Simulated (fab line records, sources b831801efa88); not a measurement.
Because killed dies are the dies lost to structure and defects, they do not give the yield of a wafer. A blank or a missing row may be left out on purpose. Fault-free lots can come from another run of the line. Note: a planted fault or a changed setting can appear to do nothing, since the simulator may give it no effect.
The tool behind it: which one? :: flow gf180mcu :: 39 wafers from 13 lots sampled at 2 of the route's 602 steps

== WHAT EACH GAUGE READ, for each wafer ==
GF_V4_RS_MEAS_24: the measuring method here is four-point-probe.
lot: L959
measured: day 24 09:20
on: film metro-04
V4_W_RS (ohm/sq): 0.323 0.327 0.330

lot: L960
measured: day 24 15:53
on: film metro-04
V4_W_RS (ohm/sq): 0.332 0.321 0.336

lot: L961
measured: day 25 02:33
on: film metro-04
V4_W_RS (ohm/sq): 0.331 0.330 0.322

lot: L963
measured: day 25 20:22
on: film metro-03
V4_W_RS (ohm/sq): 0.327 0.334 0.327

lot: L964
measured: day 26 06:40
on: film metro-04
V4_W_RS (ohm/sq): 0.333 0.328 0.332

lot: L965
measured: day 26 12:28
on: film metro-04
V4_W_RS (ohm/sq): 0.330 0.329 0.323

lot: L968
measured: day 27 12:11
on: film metro-01
V4_W_RS (ohm/sq): 0.321 0.324 0.323

lot: L976
measured: day 29 21:44
on: film metro-03
V4_W_RS (ohm/sq): 0.324 0.330 0.325

lot: L977
measured: day 30 07:00
on: film metro-04
V4_W_RS (ohm/sq): 0.325 0.323 0.328

lot: L979
measured: day 30 17:52
on: film metro-03
V4_W_RS (ohm/sq): 0.328 0.334 0.331

lot: L980
measured: day 30 18:35
on: film metro-04
V4_W_RS (ohm/sq): 0.330 0.332 0.330

lot: L981
measured: day 30 23:18
on: film metro-04
V4_W_RS (ohm/sq): 0.333 0.331 0.331

lot: L982
measured: day 31 09:25
on: film metro-03
V4_W_RS (ohm/sq): 0.330 0.329 0.327

== WHICH TOOL RAN EACH LOT (tool, then ch and the chambers of the sampled wafers, then the start) ==
lot: L959
GF_HV_LDD_ETCHBACK_58: rie diel-03 ch 0,1,2, day 12 13:14

lot: L960
GF_HV_LDD_ETCHBACK_58: rie diel-02 ch 0,1,3, day 12 17:41

lot: L961
GF_HV_LDD_ETCHBACK_58: rie diel-02 ch 1,2, day 13 03:02

lot: L963
GF_HV_LDD_ETCHBACK_58: rie diel-01 ch 0,1, day 13 19:05

lot: L964
GF_HV_LDD_ETCHBACK_58: rie diel-03 ch 0,2,3, day 14 04:11

lot: L965
GF_HV_LDD_ETCHBACK_58: rie diel-03 ch 1,2,3, day 14 12:03

lot: L968
GF_HV_LDD_ETCHBACK_58: rie diel-03 ch 0,1,2, day 15 12:23

lot: L976
GF_HV_LDD_ETCHBACK_58: rie diel-01 ch 0,2,3, day 18 05:48

lot: L977
GF_HV_LDD_ETCHBACK_58: rie diel-02 ch 0,1,3, day 18 13:50

lot: L979
GF_HV_LDD_ETCHBACK_58: rie diel-01 ch 1,2,3, day 19 07:59

lot: L980
GF_HV_LDD_ETCHBACK_58: rie diel-01 ch 0,1,2, day 19 09:41

lot: L981
GF_HV_LDD_ETCHBACK_58: rie diel-02 ch 0,1,2, day 19 18:29

lot: L982
GF_HV_LDD_ETCHBACK_58: rie diel-02 ch 1,2, day 20 06:27
- GF_HV_LDD_ETCHBACK_58: etches Si3N4 in CH3F/O2, stops on SiO2, time 100 s, target depth 90 nm.

== AS READ BY THE TOOLS THEMSELVES (means over the sampled wafers that have a number; for cases with no such wafer, the mark the record gives instead) ==
GF_HV_LDD_ETCHBACK_58.
lot: L959
tool: rie diel-03
drypump motor current A (A): 5.5
oes product au (a.u.): 0.848
rf fwd power W (W): 398.3
throttle valve pct (%): 10.566

lot: L960
tool: rie diel-02
drypump motor current A (A): 5.9
oes product au (a.u.): 0.849
rf fwd power W (W): 397.0
throttle valve pct (%): 10.564

lot: L961
tool: rie diel-02
drypump motor current A (A): 5.8
oes product au (a.u.): 0.846
rf fwd power W (W): 398.1
throttle valve pct (%): 10.554

lot: L963
tool: rie diel-01
drypump motor current A (A): 5.4
oes product au (a.u.): 0.839
rf fwd power W (W): 397.3
throttle valve pct (%): 10.566

lot: L964
tool: rie diel-03
drypump motor current A (A): 5.9
oes product au (a.u.): 0.851
rf fwd power W (W): 398.0
throttle valve pct (%): 10.572

lot: L965
tool: rie diel-03
drypump motor current A (A): 5.6
oes product au (a.u.): 0.838
rf fwd power W (W): 397.4
throttle valve pct (%): 10.558

lot: L968
tool: rie diel-03
drypump motor current A (A): 5.5
oes product au (a.u.): 0.844
rf fwd power W (W): 419.8
throttle valve pct (%): 10.553

lot: L976
tool: rie diel-01
drypump motor current A (A): 5.8
oes product au (a.u.): 0.842
rf fwd power W (W): 397.2
throttle valve pct (%): 10.552

lot: L977
tool: rie diel-02
drypump motor current A (A): 5.9
oes product au (a.u.): 0.841
rf fwd power W (W): 397.4
throttle valve pct (%): 10.560

lot: L979
tool: rie diel-01
drypump motor current A (A): 5.6
oes product au (a.u.): 0.835
rf fwd power W (W): 399.2
throttle valve pct (%): 10.560

lot: L980
tool: rie diel-01
drypump motor current A (A): 5.5
oes product au (a.u.): 0.837
rf fwd power W (W): 397.8
throttle valve pct (%): 10.550

lot: L981
tool: rie diel-02
drypump motor current A (A): 5.9
oes product au (a.u.): 0.835
rf fwd power W (W): 397.7
throttle valve pct (%): 10.562

lot: L982
tool: rie diel-02
drypump motor current A (A): 5.7
oes product au (a.u.): 0.852
rf fwd power W (W): 397.7
throttle valve pct (%): 10.565

== THE ANSWER, worked out from the rows above alone ==
Rule: what is usual is taken from the lots themselves. The widest of any qualifying gaps counts: lots, ordered by their means at a reading, are off when they make up no more than a third of the lots, leave a main group of 4 or more, and stand apart from it by 3 or more times the standard deviation of that group's means. A main group is skipped when, at the precision printed for the reading in the tables above, its means are all equal. A lot without any number at a reading at which 4 lots or more have one is off too. Where the step has rows for the other lots, those lots are counted as sound. The gauges are gone through in route order, then the tools' own readings, and for those a lot's mean is taken as printed above. At the first step where some lot is off, the reading lying furthest off is the one used; lots without a number count as furthest.
Off: L968, at GF_HV_LDD_ETCHBACK_58 (rf fwd power W). Mean 397.8 W and standard deviation 0.57 in the main group.
A tool fits if, at that step or a process step before it, it ran every lot that is off, and no sound lot after the first of them. One candidate fits, namely rie diel-03 at GF_HV_LDD_ETCHBACK_58. Its last sound lot is L965 (day 14 12:03), its first lot that is off L968 (day 15 12:23): a fault that began between those two fits.
The tool's own readings at GF_HV_LDD_ETCHBACK_58 bear it out: on the lots that are off they differ by more than 5 times the standard deviation of the sound lots' means. rf fwd power W reads 419.8 W there against 397.8 W on the sound lots.

== WHAT THE SIMULATOR PUT IN ==
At GF_HV_LDD_ETCHBACK_58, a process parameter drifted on rie diel-03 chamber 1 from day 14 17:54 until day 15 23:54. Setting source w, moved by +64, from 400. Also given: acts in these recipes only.
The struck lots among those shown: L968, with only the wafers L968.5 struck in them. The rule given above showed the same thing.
